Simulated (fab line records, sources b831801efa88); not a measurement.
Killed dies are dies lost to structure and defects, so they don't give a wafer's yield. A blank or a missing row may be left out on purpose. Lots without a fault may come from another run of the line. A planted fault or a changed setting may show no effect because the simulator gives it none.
Which tool did it? | flow sfq_line | 14 lots, 41 wafers sampled, at 3 steps of a route of 325

WHAT THE GAUGES READ, wafer by wafer
SFQ_M1_RS_MEAS_909: measures by four-point-probe.
lot  | measured     | on            | M1_NB_RS (ohm/sq)
L518 | day 12 18:37 | film_metro-02 | 0.895 0.896 0.902
L520 | day 13 09:27 | film_metro-02 | 0.893 0.889 0.893
L521 | day 13 14:11 | film_metro-04 | 0.902 0.899 0.893
L522 | day 13 21:25 | film_metro-02 | 0.897 0.903 0.899
L523 | day 14 10:14 | film_metro-04 | 0.895 0.901 0.909
L524 | day 15 03:08 | film_metro-02 | 0.889 0.880 0.887
L529 | day 17 15:02 | film_metro-04 | 0.612 0.612
L530 | day 17 18:37 | film_metro-02 | 0.614 0.617 0.618
L531 | day 17 23:17 | film_metro-02 | 0.890 0.891 0.887
L535 | day 19 00:31 | film_metro-03 | 0.877 0.878 0.869
L537 | day 19 20:19 | film_metro-04 | 0.890 0.880 0.886
L538 | day 20 00:31 | film_metro-02 | 0.885 0.881 0.885
L539 | day 20 06:32 | film_metro-02 | 0.885 0.880 0.878
L541 | day 21 01:52 | film_metro-02 | 0.889 0.886 0.885

SFQ_M1_OVL_MEAS_911.
lot  | measured     | on         | M1_OVL (nm)
L518 | day 17 04:12 | overlay-02 | -15 -9 -14
L520 | day 18 00:36 | overlay-01 | -1 1 9
L521 | day 18 06:35 | overlay-02 | -2 -7 2
L522 | day 18 18:36 | overlay-01 | 1 6 5
L523 | day 19 07:47 | overlay-01 | -1 -3 -1
L524 | day 20 03:00 | overlay-01 | 2 1 2
L529 | day 23 07:38 | overlay-01 | -3 -3
L530 | day 23 13:43 | overlay-01 | -5 -11 -8
L531 | day 23 18:25 | overlay-01 | -1 -3 -3
L535 | day 25 01:26 | overlay-01 | 1 1 -2
L537 | day 26 00:14 | overlay-01 | -7 0 -8
L538 | day 26 06:14 | overlay-02 | -7 -8 -16
L539 | day 26 14:48 | overlay-01 | -1 0 -4
L541 | day 27 11:12 | overlay-02 | -2 -12 -2

WHICH TOOL RAN EACH LOT (tool, then ch and the chambers of the sampled wafers, then the start)
lot  | SFQ_TRILAYER_M1_DEP_SPUTTER_037
L518 | pvd_sputter-06, day 12 18:30
L520 | pvd_sputter-03, day 13 09:19
L521 | pvd_sputter-03, day 13 14:06
L522 | pvd_sputter-04, day 13 21:18
L523 | pvd_sputter-06, day 14 10:09
L524 | pvd_sputter-06, day 15 03:02
L529 | pvd_sputter-04, day 17 14:50
L530 | pvd_sputter-04, day 17 18:25
L531 | pvd_sputter-03, day 17 23:11
L535 | pvd_sputter-06, day 19 00:23
L537 | pvd_sputter-03, day 19 20:12
L538 | pvd_sputter-06, day 20 00:23
L539 | pvd_sputter-06, day 20 06:25
L541 | pvd_sputter-04, day 21 01:46
- SFQ_TRILAYER_M1_DEP_SPUTTER_037: material Nb, target thk 200 nm, time 133.3 s.

WHAT THE TOOLS THEMSELVES READ (means of the sampled wafers that have a number; where no wafer has one, the mark that the record gives instead)
SFQ_TRILAYER_M1_DEP_SPUTTER_037.
lot  | tool           | throttle_valve_pct (%)
L518 | pvd_sputter-06 | 30.0
L520 | pvd_sputter-03 | 29.8
L521 | pvd_sputter-03 | 29.6
L522 | pvd_sputter-04 | 30.7
L523 | pvd_sputter-06 | 29.2
L524 | pvd_sputter-06 | 29.2
L529 | pvd_sputter-04 | 30.8
L530 | pvd_sputter-04 | 30.9
L531 | pvd_sputter-03 | 30.1
L535 | pvd_sputter-06 | 29.1
L537 | pvd_sputter-03 | 29.8
L538 | pvd_sputter-06 | 28.8
L539 | pvd_sputter-06 | 28.5
L541 | pvd_sputter-04 | 30.8

THE ANSWER, worked out from the rows above alone
Rule: what is usual is taken from the lots themselves. Put in order of their means at a reading, lots are off if they are a third of the lots or fewer, leave a main group of 4 or more, and stand apart from it by a gap of 3 or more times the standard deviation of the main group's means; of several such gaps the widest counts. A main group whose means are all the same, to the digits that the tables above print for the reading, isn't used. A lot without any number at a reading at which 4 lots or more have one is off too. The other lots that the step has rows for count as sound. The gauges are gone through in route order, then the tools' own readings, and for those a lot's mean is taken as printed above. The first step at which some lot is off is used, and at that step the reading that is off furthest; a lot without a number counts as furthest.
Off: L529, L530, at SFQ_M1_RS_MEAS_909 (M1_NB_RS). The main group: mean 0.890 ohm/sq, standard deviation 0.008.
A tool fits if, at a process step before that reading, it ran every lot that is off, and no sound lot after the first of them. The gauges at SFQ_M1_RS_MEAS_909 are tried like those tools. None of those tried fits.

WHAT THE SIMULATOR HAD PUT IN
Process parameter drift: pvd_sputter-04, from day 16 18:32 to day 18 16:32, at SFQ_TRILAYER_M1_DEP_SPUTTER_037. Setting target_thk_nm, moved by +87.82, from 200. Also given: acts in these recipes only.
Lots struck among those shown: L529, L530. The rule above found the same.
